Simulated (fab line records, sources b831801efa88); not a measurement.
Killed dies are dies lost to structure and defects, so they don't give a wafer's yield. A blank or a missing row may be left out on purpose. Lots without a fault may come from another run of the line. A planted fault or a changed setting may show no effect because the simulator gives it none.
Which tool did it? | flow sky130 | 14 lots, 42 wafers sampled, at 2 steps of a route of 708

WHAT THE GAUGES READ, wafer by wafer
SKY_METAL1_CD_MEAS_15: target cd 140 nm. Usual: cd_nm 139.8 nm, standard deviation 1.5.
lot  | measured     | on        | cd_nm (nm)        | flag
L816 | day 33 14:22 | cd_sem-02 | 140.4 140.4 139.2 |
L817 | day 33 21:49 | cd_sem-01 | 137.1 138.2 137.5 |
L820 | day 35 02:46 | cd_sem-01 | 137.3 136.9 137.0 |
L821 | day 35 15:17 | cd_sem-01 | 137.2 136.8 137.8 |
L822 | day 35 20:44 | cd_sem-02 | 140.6 141.2 140.2 |
L823 | day 36 17:56 | cd_sem-02 | 138.3 138.7 139.0 |
L825 | day 37 01:10 | cd_sem-02 | 139.5 139.1 138.8 |
L826 | day 37 07:16 | cd_sem-02 | 140.9 139.7 140.2 |
L829 | day 37 21:28 | cd_sem-01 | 142.3 142.5 141.8 |
L830 | day 38 07:32 | cd_sem-02 | 140.8 140.0 141.0 |
L831 | day 38 08:14 | cd_sem-02 | 138.0 138.4 139.4 |
L832 | day 38 18:01 | cd_sem-01 | 141.5 140.7 140.2 |
L837 | day 40 08:38 | cd_sem-01 | 140.6 140.3 140.0 |
L838 | day 40 09:04 | cd_sem-02 | 141.2 140.7 141.5 |

SKY_VIA1_THK_MEAS_23: measures by xrf. Usual: VIA1_W_THK 267 nm, standard deviation 3.4.
lot  | measured     | on            | VIA1_W_THK (nm) | flag
L816 | day 34 20:17 | film_metro-04 | 269 266 266     |
L817 | day 35 03:35 | film_metro-04 | 265 262 267     |
L820 | day 36 08:15 | film_metro-03 | 266 270 266     |
L821 | day 36 20:41 | film_metro-02 | 262 262 265     |
L822 | day 37 01:44 | film_metro-03 | 266 268 269     |
L823 | day 37 22:33 | film_metro-03 | 268 265 267     |
L825 | day 38 06:36 | film_metro-04 | 272 270 269     |
L826 | day 38 11:53 | film_metro-04 | 273 271 269     |
L829 | day 39 01:34 | film_metro-03 | 264 269 266     |
L830 | day 39 11:25 | film_metro-03 | 273 269 271     |
L831 | day 39 12:29 | film_metro-04 | 274 274 273     |
L832 | day 39 22:14 | film_metro-04 | 270 269 267     |
L837 | day 41 09:55 | film_metro-02 | 262 263 265     |
L838 | day 41 11:37 | film_metro-04 | 272 266 266     |

WHICH TOOL RAN EACH LOT (tool, then ch and the chambers of the sampled wafers, then the start)
The record holds no process step before these readings.

WHAT THE TOOLS THEMSELVES READ (means of the sampled wafers that have a number; where no wafer has one, the mark that the record gives instead)
The record holds no such reading with a usual standard deviation.

THE ANSWER, worked out from the rows above alone
Rule: a lot is off if the mean of its wafers that have a number lies more than 3 standard deviations from the usual mean. A lot without any number at a reading at which 4 lots or more have one is off too. The other lots that the step has rows for count as sound. The gauges are gone through in route order, then the tools' own readings, and for those a lot's mean is taken as printed above. The first step at which some lot is off is used, and at that step the reading that is off furthest; a lot without a number counts as furthest.
No lot is off at any reading shown: from this, nothing can be told.

WHAT THE SIMULATOR HAD PUT IN
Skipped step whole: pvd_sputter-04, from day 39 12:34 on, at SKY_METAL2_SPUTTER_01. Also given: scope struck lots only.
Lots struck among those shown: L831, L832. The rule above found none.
